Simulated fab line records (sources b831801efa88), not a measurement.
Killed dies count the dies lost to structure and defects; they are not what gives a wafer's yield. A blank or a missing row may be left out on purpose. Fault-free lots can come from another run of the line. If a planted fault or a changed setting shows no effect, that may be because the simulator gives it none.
fab line records / flow sky130
record: lots: 6 wafers: 18 last-day: 50
route steps=708 shown POLY_GATE@235 LDD_N@237
lots with no fault: from the same line, run without faults
start-h: hours from the record's first day to the start of the lot's first wafer shown / wait-h: how many hours have passed since the lot's step before this one / " repeats the value in the row above / L1.1+2: a single row standing in for several wafers / - no value, or no start given / * or withheld: withheld / < > ~ a bound
route shown NAME@n: names a module that has steps shown in the file, with the first one's number in the route / usual: mean/standard deviation taken from wafers without a fault / same: alike in all rows / chamber/n: place in a boat / sites: each site's reading / _std_site: standard deviation of those values / _edge_site: the outer-site mean with the inner-site mean subtracted / radius-mm: for every site, how far away it sits from the centre of the wafer / mask NAME#n: copy n / behind: the tool/chamber that last shaped the wafer / hold: what put the lot on hold/how long, in hours/how the hold closed / device: names the non-switching transistor (n, p or np) / end of line: tests of these same wafers at the route's end / for a step that has no rows: nothing shown but its recipe / killed: dies lost to structure and defects at the first sort, not the wafer's yield / map: shows each die of a wafer: x if killed, . if not, _ if none is there
set.NAME: the run value of the setting; set.NAME@STEP: its run value at that earlier step / model.NAME: the simulator's own value behind a step, which no gauge read
lots at some steps of the route; a table a step, a row a wafer
services: from which hour (start-h, from the record's first day; less than 0 if before it) a tool's chamber was out of use, for how many hours, and why
== steps ==
step: SKY_POLY_GATE_THK_MEAS_21
recipe: reads: SiO2_of_POLY_GATE_OXIDATION_20
usual: POLY_GATE_OXIDATION_THK: 4.00/0.069
lot.wafer=L269.1 tool=film-metro-02 chamber=- start-h=384.89 wait-h=0.0 POLY_GATE_OXIDATION_THK[nm]=3.96
lot.wafer=L269.5 tool=film-metro-02 chamber=- start-h=384.89 wait-h=0.0 POLY_GATE_OXIDATION_THK[nm]=3.97
lot.wafer=L269.6 tool=film-metro-02 chamber=- start-h=384.89 wait-h=0.0 POLY_GATE_OXIDATION_THK[nm]=4.03
lot.wafer=L272.1 tool=film-metro-03 chamber=- start-h=423.44 wait-h=0.0 POLY_GATE_OXIDATION_THK[nm]=4.02
lot.wafer=L272.3 tool=film-metro-03 chamber=- start-h=423.44 wait-h=0.0 POLY_GATE_OXIDATION_THK[nm]=4.07
lot.wafer=L272.6 tool=film-metro-03 chamber=- start-h=423.44 wait-h=0.0 POLY_GATE_OXIDATION_THK[nm]=4.11
lot.wafer=L279.3 tool=film-metro-02 chamber=- start-h=501.11 wait-h=0.0 POLY_GATE_OXIDATION_THK[nm]=3.90
lot.wafer=L279.4 tool=film-metro-02 chamber=- start-h=501.11 wait-h=0.0 POLY_GATE_OXIDATION_THK[nm]=4.01
lot.wafer=L279.5 tool=film-metro-02 chamber=- start-h=501.11 wait-h=0.0 POLY_GATE_OXIDATION_THK[nm]=3.99
lot.wafer=L281.1 tool=film-metro-01 chamber=- start-h=508.50 wait-h=0.0 POLY_GATE_OXIDATION_THK[nm]=3.95
lot.wafer=L281.3 tool=film-metro-01 chamber=- start-h=508.50 wait-h=0.0 POLY_GATE_OXIDATION_THK[nm]=4.01
lot.wafer=L281.5 tool=film-metro-01 chamber=- start-h=508.50 wait-h=0.0 POLY_GATE_OXIDATION_THK[nm]=3.95
lot.wafer=L286.1 tool=film-metro-03 chamber=- start-h=537.66 wait-h=0.0 POLY_GATE_OXIDATION_THK[nm]=3.96
lot.wafer=L286.2 tool=film-metro-03 chamber=- start-h=537.66 wait-h=0.0 POLY_GATE_OXIDATION_THK[nm]=3.92
lot.wafer=L286.6 tool=film-metro-03 chamber=- start-h=537.66 wait-h=0.0 POLY_GATE_OXIDATION_THK[nm]=3.88
lot.wafer=L289.4 tool=film-metro-03 chamber=- start-h=557.97 wait-h=0.0 POLY_GATE_OXIDATION_THK[nm]=4.06
lot.wafer=L289.5 tool=film-metro-03 chamber=- start-h=557.97 wait-h=0.0 POLY_GATE_OXIDATION_THK[nm]=4.06
lot.wafer=L289.6 tool=film-metro-03 chamber=- start-h=557.97 wait-h=0.0 POLY_GATE_OXIDATION_THK[nm]=4.05
step: SKY_POLY_GATE_CD_MEAS_22
usual: cd-nm: 150.1/2.5
lot.wafer=L269.1 tool=cd-sem-02 chamber=- start-h=384.95 wait-h=0.1 cd-nm=151.6
lot.wafer=L269.5 tool=cd-sem-02 chamber=- start-h=384.95 wait-h=0.1 cd-nm=149.6
lot.wafer=L269.6 tool=cd-sem-02 chamber=- start-h=384.95 wait-h=0.1 cd-nm=151.1
lot.wafer=L272.1 tool=cd-sem-02 chamber=- start-h=423.50 wait-h=0.1 cd-nm=148.6
lot.wafer=L272.3 tool=cd-sem-02 chamber=- start-h=423.50 wait-h=0.1 cd-nm=148.8
lot.wafer=L272.6 tool=cd-sem-02 chamber=- start-h=423.50 wait-h=0.1 cd-nm=149.1
lot.wafer=L279.3 tool=cd-sem-02 chamber=- start-h=501.20 wait-h=0.1 cd-nm=154.4
lot.wafer=L279.4 tool=cd-sem-02 chamber=- start-h=501.20 wait-h=0.1 cd-nm=149.3
lot.wafer=L279.5 tool=cd-sem-02 chamber=- start-h=501.20 wait-h=0.1 cd-nm=149.7
lot.wafer=L281.1 tool=cd-sem-02 chamber=- start-h=508.56 wait-h=0.1 cd-nm=152.3
lot.wafer=L281.3 tool=cd-sem-02 chamber=- start-h=508.56 wait-h=0.1 cd-nm=149.6
lot.wafer=L281.5 tool=cd-sem-02 chamber=- start-h=508.56 wait-h=0.1 cd-nm=150.6
lot.wafer=L286.1 tool=cd-sem-01 chamber=- start-h=537.72 wait-h=0.1 cd-nm=150.7
lot.wafer=L286.2 tool=cd-sem-01 chamber=- start-h=537.72 wait-h=0.1 cd-nm=149.8
lot.wafer=L286.6 tool=cd-sem-01 chamber=- start-h=537.72 wait-h=0.1 cd-nm=151.0
lot.wafer=L289.4 tool=cd-sem-02 chamber=- start-h=558.08 wait-h=0.1 cd-nm=154.2
lot.wafer=L289.5 tool=cd-sem-02 chamber=- start-h=558.08 wait-h=0.1 cd-nm=152.7
lot.wafer=L289.6 tool=cd-sem-02 chamber=- start-h=558.08 wait-h=0.1 cd-nm=146.4
step: SKY_LDD_N_DEHYDRATE_00
recipe: temp-c: 200 time-s: 60
step: SKY_LDD_N_HMDS_01
recipe: prime-time-s: 60 prime-temp-c: 120
step: SKY_LDD_N_COAT_02
recipe: resist: NOVOLAK spin-rpm: 3000 resist-thk-nm: 300
step: SKY_LDD_N_SOFTBAKE_03
recipe: temp-c: 90 time-s: 60 resist: NOVOLAK
step: SKY_LDD_N_EXPOSE_04
recipe: mask-id: NTM target-cd-nm: 840 na: 0.6 source-shape: conventional sigma-outer: 0.6 dose-mj: 110
step: SKY_LDD_N_PEB_05
recipe: temp-c: withheld time-s: * resist: NOVOLAK
step: SKY_LDD_N_DEVELOP_06
recipe: develop-time-s: 60 dev-temp-c: 23
step: SKY_LDD_N_OVL_MEAS_07
usual: LDD_N_OVL: -0.7/1.3
lot.wafer=L269.1 tool=overlay-02 chamber=- start-h=414.12 wait-h=0.1 LDD_N_OVL[nm]=0.5
lot.wafer=L269.5 tool=overlay-02 chamber=- start-h=414.12 wait-h=0.1 LDD_N_OVL[nm]=-0.2
lot.wafer=L269.6 tool=overlay-02 chamber=- start-h=414.12 wait-h=0.1 LDD_N_OVL[nm]=-0.1
lot.wafer=L272.1 tool=overlay-01 chamber=- start-h=454.87 wait-h=0.1 LDD_N_OVL[nm]=-1.9
lot.wafer=L272.3 tool=overlay-01 chamber=- start-h=454.87 wait-h=0.1 LDD_N_OVL[nm]=-2.1
lot.wafer=L272.6 tool=overlay-01 chamber=- start-h=454.87 wait-h=0.1 LDD_N_OVL[nm]=-1.1
lot.wafer=L279.3 tool=overlay-02 chamber=- start-h=531.33 wait-h=0.1 LDD_N_OVL[nm]=0.4
lot.wafer=L279.4 tool=overlay-02 chamber=- start-h=531.33 wait-h=0.1 LDD_N_OVL[nm]=-0.3
lot.wafer=L279.5 tool=overlay-02 chamber=- start-h=531.33 wait-h=0.1 LDD_N_OVL[nm]=0.8
lot.wafer=L281.1 tool=overlay-01 chamber=- start-h=539.32 wait-h=0.1 LDD_N_OVL[nm]=-0.4
lot.wafer=L281.3 tool=overlay-01 chamber=- start-h=539.32 wait-h=0.1 LDD_N_OVL[nm]=0.4
lot.wafer=L281.5 tool=overlay-01 chamber=- start-h=539.32 wait-h=0.1 LDD_N_OVL[nm]=-1.2
lot.wafer=L286.1 tool=overlay-02 chamber=- start-h=567.87 wait-h=0.1 LDD_N_OVL[nm]=-2.5
lot.wafer=L286.2 tool=overlay-02 chamber=- start-h=567.87 wait-h=0.1 LDD_N_OVL[nm]=-0.7
lot.wafer=L286.6 tool=overlay-02 chamber=- start-h=567.87 wait-h=0.1 LDD_N_OVL[nm]=0.7
lot.wafer=L289.4 tool=overlay-01 chamber=- start-h=587.59 wait-h=0.1 LDD_N_OVL[nm]=0.2
lot.wafer=L289.5 tool=overlay-01 chamber=- start-h=587.59 wait-h=0.1 LDD_N_OVL[nm]=-3.2
lot.wafer=L289.6 tool=overlay-01 chamber=- start-h=587.59 wait-h=0.1 LDD_N_OVL[nm]=-1.0
step: SKY_LDD_N_IMPLANT_08
recipe: species: As energy-kev: 20 dose-cm2: 7.5e+13 tilt-deg: withheld rotation-deg: 23
step: SKY_LDD_N_IMPLANT_09
recipe: species: As energy-kev: 19.87 dose-cm2: 7.5e+13 tilt-deg: withheld rotation-deg: 113
step: SKY_LDD_N_IMPLANT_10
recipe: species: As energy-kev: 20 dose-cm2: 7.5e+13 tilt-deg: withheld rotation-deg: 203
usual: beam-energy-keV: 20.000/0.0065 end-station-pressure-torr: 5.37e-06/2.6e-07 faraday-current-uA: 422/8.6
lot.wafer=L269.1 tool=implanter-01 chamber=0 start-h=414.46 wait-h=0.1 beam-energy-keV=20.002 end-station-pressure-torr=5.49e-06 faraday-current-uA=426 model.implant.rp-nm=16.32 model.implant.drp-nm=7.212
lot.wafer=L269.5 tool=implanter-01 chamber=0 start-h=414.46 wait-h=0.1 beam-energy-keV=20.005 end-station-pressure-torr=5.08e-06 faraday-current-uA=436 model.implant.rp-nm=16.32 model.implant.drp-nm=7.212
lot.wafer=L269.6 tool=implanter-01 chamber=0 start-h=414.46 wait-h=0.1 beam-energy-keV=20.003 end-station-pressure-torr=5.18e-06 faraday-current-uA=433 model.implant.rp-nm=16.32 model.implant.drp-nm=7.212
lot.wafer=L272.1 tool=implanter-02 chamber=0 start-h=455.20 wait-h=0.1 beam-energy-keV=20.000 end-station-pressure-torr=5.15e-06 faraday-current-uA=431 model.implant.rp-nm=15.18 model.implant.drp-nm=7.212
lot.wafer=L272.3 tool=implanter-02 chamber=0 start-h=455.20 wait-h=0.1 beam-energy-keV=20.000 end-station-pressure-torr=5.89e-06 faraday-current-uA=434 model.implant.rp-nm=15.18 model.implant.drp-nm=7.212
lot.wafer=L272.6 tool=implanter-02 chamber=0 start-h=455.20 wait-h=0.1 beam-energy-keV=19.991 end-station-pressure-torr=5.46e-06 faraday-current-uA=413 model.implant.rp-nm=15.18 model.implant.drp-nm=7.212
lot.wafer=L279.3 tool=implanter-01 chamber=0 start-h=531.70 wait-h=0.1 beam-energy-keV=18.841 end-station-pressure-torr=5.86e-06 faraday-current-uA=424 model.implant.rp-nm=15.65 model.implant.drp-nm=6.918
lot.wafer=L279.4 tool=implanter-01 chamber=0 start-h=531.70 wait-h=0.1 beam-energy-keV=18.834 end-station-pressure-torr=5.38e-06 faraday-current-uA=420 model.implant.rp-nm=15.65 model.implant.drp-nm=6.918
lot.wafer=L279.5 tool=implanter-01 chamber=0 start-h=531.70 wait-h=0.1 beam-energy-keV=18.838 end-station-pressure-torr=5.12e-06 faraday-current-uA=421 model.implant.rp-nm=15.65 model.implant.drp-nm=6.918
lot.wafer=L281.1 tool=implanter-01 chamber=0 start-h=539.66 wait-h=0.1 beam-energy-keV=18.844 end-station-pressure-torr=4.98e-06 faraday-current-uA=433 model.implant.rp-nm=14.89 model.implant.drp-nm=6.918
lot.wafer=L281.3 tool=implanter-01 chamber=0 start-h=539.66 wait-h=0.1 beam-energy-keV=18.835 end-station-pressure-torr=5.46e-06 faraday-current-uA=403 model.implant.rp-nm=14.89 model.implant.drp-nm=6.918
lot.wafer=L281.5 tool=implanter-01 chamber=0 start-h=539.66 wait-h=0.1 beam-energy-keV=18.838 end-station-pressure-torr=5.56e-06 faraday-current-uA=433 model.implant.rp-nm=14.89 model.implant.drp-nm=6.918
lot.wafer=L286.1 tool=implanter-04 chamber=0 start-h=568.21 wait-h=0.1 beam-energy-keV=19.992 end-station-pressure-torr=5.27e-06 faraday-current-uA=419 model.implant.rp-nm=15.69 model.implant.drp-nm=7.212
lot.wafer=L286.2 tool=implanter-04 chamber=0 start-h=568.21 wait-h=0.1 beam-energy-keV=20.006 end-station-pressure-torr=5.47e-06 faraday-current-uA=423 model.implant.rp-nm=15.69 model.implant.drp-nm=7.212
lot.wafer=L286.6 tool=implanter-04 chamber=0 start-h=568.21 wait-h=0.1 beam-energy-keV=19.989 end-station-pressure-torr=5.33e-06 faraday-current-uA=401 model.implant.rp-nm=15.69 model.implant.drp-nm=7.212
lot.wafer=L289.4 tool=implanter-04 chamber=0 start-h=587.98 wait-h=0.1 beam-energy-keV=19.992 end-station-pressure-torr=5.31e-06 faraday-current-uA=407 model.implant.rp-nm=15.96 model.implant.drp-nm=7.212
lot.wafer=L289.5 tool=implanter-04 chamber=0 start-h=587.98 wait-h=0.1 beam-energy-keV=20.001 end-station-pressure-torr=5.56e-06 faraday-current-uA=410 model.implant.rp-nm=15.96 model.implant.drp-nm=7.212
lot.wafer=L289.6 tool=implanter-04 chamber=0 start-h=587.98 wait-h=0.1 beam-energy-keV=20.000 end-station-pressure-torr=5.02e-06 faraday-current-uA=416 model.implant.rp-nm=15.96 model.implant.drp-nm=7.212
step: SKY_LDD_N_IMPLANT_11
recipe: species: As energy-kev: 20 dose-cm2: 7.5e+13 tilt-deg: withheld rotation-deg: 293
== services ==
tool=implanter-04 chamber=- start-h=404.35 hours=1.2 kind=repair
tool=implanter-01 chamber=- start-h=407.41 hours=6.7 kind=pm
tool=implanter-04 chamber=- start-h=413.14 hours=5.0 kind=repair
tool=implanter-01 chamber=- start-h=416.87 hours=5.8 kind=repair
tool=implanter-01 chamber=- start-h=457.06 hours=10.0 kind=repair
tool=implanter-02 chamber=- start-h=522.17 hours=3.8 kind=pm
tool=implanter-04 chamber=- start-h=524.05 hours=3.9 kind=pm
tool=implanter-02 chamber=- start-h=535.75 hours=7.6 kind=repair
== key ==
first-sign: step: SKY_LDD_N_IMPLANT_10 reading: beam-energy-keV direction: down sigmas: 99+ usual: * struck: *
effect none on later readings
model-effect: step: SKY_LDD_N_IMPLANT_10 value: implant.rp-nm without: 15.95 struck: 15.27
met-at SKY_LDD_N_IMPLANT_10
struck-wafers L279.3,L279.4,L279.5,L281.1,L281.3,L281.5
tester-left-out L279,L281
onset-between 414.46 531.70
fault: kind: process-parameter-drift tool: implanter-01 chamber: - onset-h: 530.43 steps: SKY_LDD_N_IMPLANT_10 channel: energy-kev offset: * shape: step end-h: 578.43 acts-in: * stated: *
tester-left-out: of these lots the tester's yield and bins aren't shown, on N5 and GAA mostly nor the transistor test; their killed dies are dies lost to structure and defects alone, not to doping, threshold or leakage, so they don't give the yield
